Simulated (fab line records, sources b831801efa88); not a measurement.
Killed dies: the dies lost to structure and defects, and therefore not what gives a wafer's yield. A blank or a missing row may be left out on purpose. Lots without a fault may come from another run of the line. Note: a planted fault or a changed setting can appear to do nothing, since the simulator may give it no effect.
Which tool did it? | flow gf180mcu | 6 lots, 18 wafers sampled, at 3 steps of a route of 602

WHAT THE GAUGES SHOWED, per wafer
GF_HV_LDD_TW_MEAS_11.
lot  | measured     | on            | HV_LDD_TW
L143 | day 10 06:31 | film_metro-03 | 2397 2410 2405
L145 | day 11 01:55 | film_metro-02 | 2410 2410 2413
L150 | day 12 11:02 | film_metro-04 | 2275 2284 2289
L158 | day 14 21:45 | film_metro-04 | 2467 2459 2466
L161 | day 15 22:07 | film_metro-04 | 2461 2452 2460
L163 | day 16 10:43 | film_metro-04 | 2462 2443 2457

WHICH TOOL RAN EACH LOT (tool, then ch and the chambers of the sampled wafers, then the start)
lot  | GF_STI_ETCH_14                  | GF_HV_LDD_IMPLANT_09
L143 | rie_si-01 ch 0,3, day 2 06:46   | implanter-01 ch 0, day 10 06:16
L145 | rie_si-01 ch 0,1,2, day 2 17:04 | implanter-03 ch 0, day 11 01:40
L150 | rie_si-01 ch 0,1,3, day 3 18:32 | implanter-03 ch 0, day 12 10:48
L158 | rie_si-02 ch 0,2,3, day 5 12:02 | implanter-03 ch 0, day 14 21:30
L161 | rie_si-01 ch 2,3, day 6 04:04   | implanter-02 ch 0, day 15 21:54
L163 | rie_si-01 ch 1,2,3, day 6 13:58 | implanter-01 ch 0, day 16 10:27
- GF_STI_ETCH_14: etches Si in HBr/Cl2/O2, target depth 360 nm, time 102.9 s.
- GF_HV_LDD_IMPLANT_09

THE ANSWER, worked out from the rows above alone
Rule: usual is defined by the lots themselves. Put in order of their means at a reading, lots are off if they are a third of the lots or fewer, leave a main group of 4 or more, and stand apart from it by a gap of 3 or more times the standard deviation of the main group's means; of several such gaps the widest counts. A main group is skipped when, at the precision printed for the reading in the tables above, its means are all equal. Also off: a lot with no number at a reading for which 4 or more lots have one. Any other lot the step has rows for is counted as sound.
Off: L150, seen at GF_HV_LDD_TW_MEAS_11 (HV_LDD_TW). The main group: mean 2438, standard deviation 25.
If a tool, at a process step before that reading, ran all the lots that are off and no sound lot after the first of them, it fits. Gauges at GF_HV_LDD_TW_MEAS_11: tried the same way as those tools. No candidate that was tried fits.

WHAT HAD BEEN PUT IN BY THE SIMULATOR
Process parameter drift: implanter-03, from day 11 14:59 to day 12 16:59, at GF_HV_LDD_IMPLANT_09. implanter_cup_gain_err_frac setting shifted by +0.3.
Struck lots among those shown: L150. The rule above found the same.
